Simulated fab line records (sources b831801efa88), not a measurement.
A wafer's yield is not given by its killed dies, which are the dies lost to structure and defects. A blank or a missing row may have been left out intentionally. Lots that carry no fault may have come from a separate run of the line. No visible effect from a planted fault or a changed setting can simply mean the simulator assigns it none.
Which tool did it? + flow gf180mcu + Sampling: 14 lots, 40 wafers, 6 of 602 route steps

WHAT THE GAUGES SHOWED, per wafer
GF_HV_LDD_CD_MEAS_07: the cd target is 400 nm.
| lot  | measured     | on        | cd-nm (nm)        |
|------|--------------|-----------|-------------------|
| L323 | day 9 22:48  | cd-sem-01 | 396.8 399.6 398.3 |
| L324 | day 10 05:06 | cd-sem-01 | 399.4 399.6 400.0 |
| L325 | day 10 13:40 | cd-sem-02 | 401.1 401.4 399.8 |
| L327 | day 11 05:11 | cd-sem-01 | 400.1 399.5 398.7 |
| L328 | day 11 14:01 | cd-sem-01 | 401.7 401.2 403.0 |
| L329 | day 11 22:26 | cd-sem-01 | 400.0 399.5 399.2 |
| L330 | day 12 05:20 | cd-sem-02 | 400.0 401.0 402.4 |
| L331 | day 12 13:07 | cd-sem-02 | 401.0 402.1 401.5 |
| L333 | day 13 04:08 | cd-sem-01 | 401.0 401.5 403.0 |
| L337 | day 14 06:38 | cd-sem-02 | 398.5 401.7 398.9 |
| L339 | day 15 00:05 | cd-sem-01 | 397.3 396.9       |
| L340 | day 15 05:32 | cd-sem-02 | 399.0 398.2       |
| L345 | day 16 19:01 | cd-sem-01 | 400.1 399.0 400.2 |
| L346 | day 17 00:07 | cd-sem-02 | 400.4 398.9 398.8 |

GF_HV_LDD_CD_MEAS_31: the cd target is 400 nm.
| lot  | measured     | on        | cd-nm (nm)        |
|------|--------------|-----------|-------------------|
| L323 | day 11 12:04 | cd-sem-01 | 399.0 399.7 399.7 |
| L324 | day 11 18:09 | cd-sem-01 | 400.3 398.0 398.3 |
| L325 | day 12 03:29 | cd-sem-02 | 402.3 402.5 401.4 |
| L327 | day 12 19:45 | cd-sem-02 | 398.5 399.9 400.3 |
| L328 | day 13 05:13 | cd-sem-02 | 399.5 399.9 398.9 |
| L329 | day 13 14:26 | cd-sem-01 | 397.0 399.5 397.3 |
| L330 | day 13 21:50 | cd-sem-01 | 395.8 396.9 395.4 |
| L331 | day 14 05:43 | cd-sem-02 | 400.1 399.5 398.4 |
| L333 | day 14 21:50 | cd-sem-01 | 398.9 399.5 400.5 |
| L337 | day 16 03:25 | cd-sem-02 | 399.4 401.2 401.3 |
| L339 | day 16 20:16 | cd-sem-02 | 398.1 398.8       |
| L340 | day 17 03:01 | cd-sem-01 | 399.9 398.2       |
| L345 | day 18 16:58 | cd-sem-02 | 394.5 395.6 396.2 |
| L346 | day 18 23:37 | cd-sem-01 | 395.9 396.6 398.4 |

GF_HV_LDD_CD_MEAS_46: the cd target is 400 nm.
| lot  | measured     | on        | cd-nm (nm)        |
|------|--------------|-----------|-------------------|
| L323 | day 12 07:56 | cd-sem-02 | 396.1 398.1 396.0 |
| L324 | day 12 14:17 | cd-sem-02 | 398.5 397.5 396.9 |
| L325 | day 13 00:02 | cd-sem-01 | 401.7 398.2 400.8 |
| L327 | day 13 16:43 | cd-sem-01 | 397.2 397.4 396.8 |
| L328 | day 14 03:11 | cd-sem-02 | 402.1 401.6 403.8 |
| L329 | day 14 12:16 | cd-sem-02 | 403.1 399.6 403.3 |
| L330 | day 14 20:07 | cd-sem-02 | 400.2 398.3 400.4 |
| L331 | day 15 03:30 | cd-sem-01 | 399.7 402.0 403.8 |
| L333 | day 15 20:03 | cd-sem-01 | 395.9 393.0 395.4 |
| L337 | day 17 02:40 | cd-sem-02 | 401.2 501.4 500.8 |
| L339 | day 17 20:05 | cd-sem-01 | 501.3 398.4       |
| L340 | day 18 03:02 | cd-sem-02 | 499.0 397.3       |
| L345 | day 19 18:08 | cd-sem-01 | 399.7 402.1 400.0 |
| L346 | day 20 00:55 | cd-sem-01 | 396.9 396.9 396.3 |

GF_PSD_RS_MEAS_14: uses a four-point probe to measure.
| lot  | measured     | on            | NSD_RS (ohm/sq)   |
|------|--------------|---------------|-------------------|
| L323 | day 14 04:20 | film-metro-02 | 46.16 46.26 46.34 |
| L324 | day 14 10:45 | film-metro-04 | 46.11 46.02 46.14 |
| L325 | day 14 21:50 | film-metro-02 | 46.07 46.16 46.13 |
| L327 | day 15 15:13 | film-metro-02 | 46.28 46.16 46.26 |
| L328 | day 16 02:31 | film-metro-02 | 46.10 46.19 46.13 |
| L329 | day 16 12:11 | film-metro-01 | 46.24 46.14 46.13 |
| L330 | day 16 21:12 | film-metro-02 | 46.13 46.21 46.24 |
| L331 | day 17 04:20 | film-metro-02 | 46.19 46.29 46.29 |
| L333 | day 17 21:48 | film-metro-04 | 46.14 46.15 46.09 |
| L337 | day 19 07:22 | film-metro-04 | 46.15 46.25 46.12 |
| L339 | day 20 01:25 | film-metro-01 | 46.07 46.06       |
| L340 | day 20 06:49 | film-metro-01 | 46.04 46.09       |
| L345 | day 21 22:04 | film-metro-02 | 46.27 46.23 46.22 |
| L346 | day 22 04:27 | film-metro-04 | 46.15 46.15 46.22 |

WHICH TOOL RAN EACH LOT (tool, then ch and the chambers of the sampled wafers, then the start)
| lot  | GF_HV_LDD_COAT_41                 | GF_HV_LDD_STRIP_49                   |
|------|-----------------------------------|--------------------------------------|
| L323 | litho-track-02 ch 0, day 11 22:06 | plasma-asher-01 ch 0,1, day 12 08:15 |
| L324 | litho-track-01 ch 0, day 12 04:05 | plasma-asher-04 ch 0,1, day 12 14:36 |
| L325 | litho-track-01 ch 0, day 12 13:43 | plasma-asher-04 ch 0,1, day 13 00:20 |
| L327 | litho-track-01 ch 0, day 13 06:23 | plasma-asher-03 ch 0,1, day 13 17:02 |
| L328 | litho-track-01 ch 0, day 13 16:07 | plasma-asher-04 ch 0,1, day 14 03:28 |
| L329 | litho-track-04 ch 0, day 14 01:16 | plasma-asher-01 ch 0,1, day 14 12:35 |
| L330 | litho-track-01 ch 0, day 14 09:19 | plasma-asher-03 ch 0,1, day 14 20:26 |
| L331 | litho-track-02 ch 0, day 14 16:48 | plasma-asher-01 ch 0,1, day 15 03:50 |
| L333 | litho-track-01 ch 0, day 15 08:41 | plasma-asher-01 ch 0,1, day 15 20:22 |
| L337 | litho-track-01 ch 0, day 16 15:34 | plasma-asher-01 ch 0,1, day 17 02:57 |
| L339 | litho-track-01 ch 0, day 17 07:41 | plasma-asher-04 ch 1, day 17 20:23   |
| L340 | litho-track-01 ch 0, day 17 15:26 | plasma-asher-03 ch 0, day 18 03:20   |
| L345 | litho-track-04 ch 0, day 19 05:35 | plasma-asher-01 ch 0,1, day 19 18:26 |
| L346 | litho-track-02 ch 0, day 19 12:32 | plasma-asher-03 ch 1, day 20 01:12   |
- GF_HV_LDD_COAT_41: resist thk 1000 nm.
- GF_HV_LDD_STRIP_49: strips in O2/N2.

WHAT THE TOOLS THEMSELVES READ (means of the sampled wafers that have a number; where no wafer has one, the mark that the record gives instead)
GF_HV_LDD_STRIP_49.
| lot  | tool            | drypump-motor-current-A (A) | heater-power-w (W) | oes-product-au (a.u.) | strip-time-to-endpoint-s (s) |
|------|-----------------|-----------------------------|--------------------|-----------------------|------------------------------|
| L323 | plasma-asher-01 | 5.8                         | 292                | 0.719                 | 12.58                        |
| L324 | plasma-asher-04 | 6.1                         | 322                | 0.719                 | 12.69                        |
| L325 | plasma-asher-04 | 6.3                         | 327                | 0.718                 | 12.60                        |
| L327 | plasma-asher-03 | 5.8                         | 355                | 0.713                 | 12.64                        |
| L328 | plasma-asher-04 | 6.3                         | 324                | 0.713                 | 12.64                        |
| L329 | plasma-asher-01 | 5.5                         | 311                | 0.712                 | 12.63                        |
| L330 | plasma-asher-03 | 5.5                         | 352                | 0.715                 | 12.65                        |
| L331 | plasma-asher-01 | 5.8                         | 292                | 0.713                 | 12.61                        |
| L333 | plasma-asher-01 | 5.8                         | 289                | 0.717                 | 12.68                        |
| L337 | plasma-asher-01 | 5.8                         | 289                | 0.522                 | 7.30                         |
| L339 | plasma-asher-04 | 6.5                         | 323                | 0.572                 | 8.68                         |
| L340 | plasma-asher-03 | 6.0                         | 356                | 0.574                 | 8.66                         |
| L345 | plasma-asher-01 | 5.5                         | 306                | 0.715                 | 12.58                        |
| L346 | plasma-asher-03 | 5.3                         | 343                | 0.712                 | 12.66                        |

THE ANSWER, worked out from the rows above alone
Rule: what is usual is taken from the lots themselves. Put in order of their means at a reading, lots are off if they are a third of the lots or fewer, leave a main group of 4 or more, and stand apart from it by a gap of 3 or more times the standard deviation of the main group's means; of several such gaps the widest counts. A main group whose means are all the same, to the digits that the tables above print for the reading, isn't used. Also off: a lot with no number at a reading for which 4 or more lots have one. Where the step has rows for the other lots, those lots are counted as sound. First the gauges in route order, then the tools' own readings, where a lot's mean is used as printed above. At the first step where some lot is off, the reading lying furthest off is the one used; lots without a number count as furthest.
Off, at GF_HV_LDD_CD_MEAS_46 on cd-nm: L337, L339, L340. The main group has a mean of 399.1 nm with a standard deviation of 2.5.
A tool fits if, at a process step before that reading, it ran every lot that is off, and no sound lot after the first of them. The gauges at GF_HV_LDD_CD_MEAS_46 aren't tried: what is off there is off at GF_HV_LDD_STRIP_49 too, on other tools, and a gauge's error can't cause that. One fits: GF_HV_LDD_COAT_41 on litho-track-01. A fault onset in the window from L333 (day 15 08:41, its last sound lot) to L337 (day 16 15:34, its first lot off) fits.

WHAT THE SIMULATOR HAD INSERTED
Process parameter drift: litho-track-01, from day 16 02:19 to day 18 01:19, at GF_HV_LDD_COAT_41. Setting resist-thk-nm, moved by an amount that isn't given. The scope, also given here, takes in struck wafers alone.
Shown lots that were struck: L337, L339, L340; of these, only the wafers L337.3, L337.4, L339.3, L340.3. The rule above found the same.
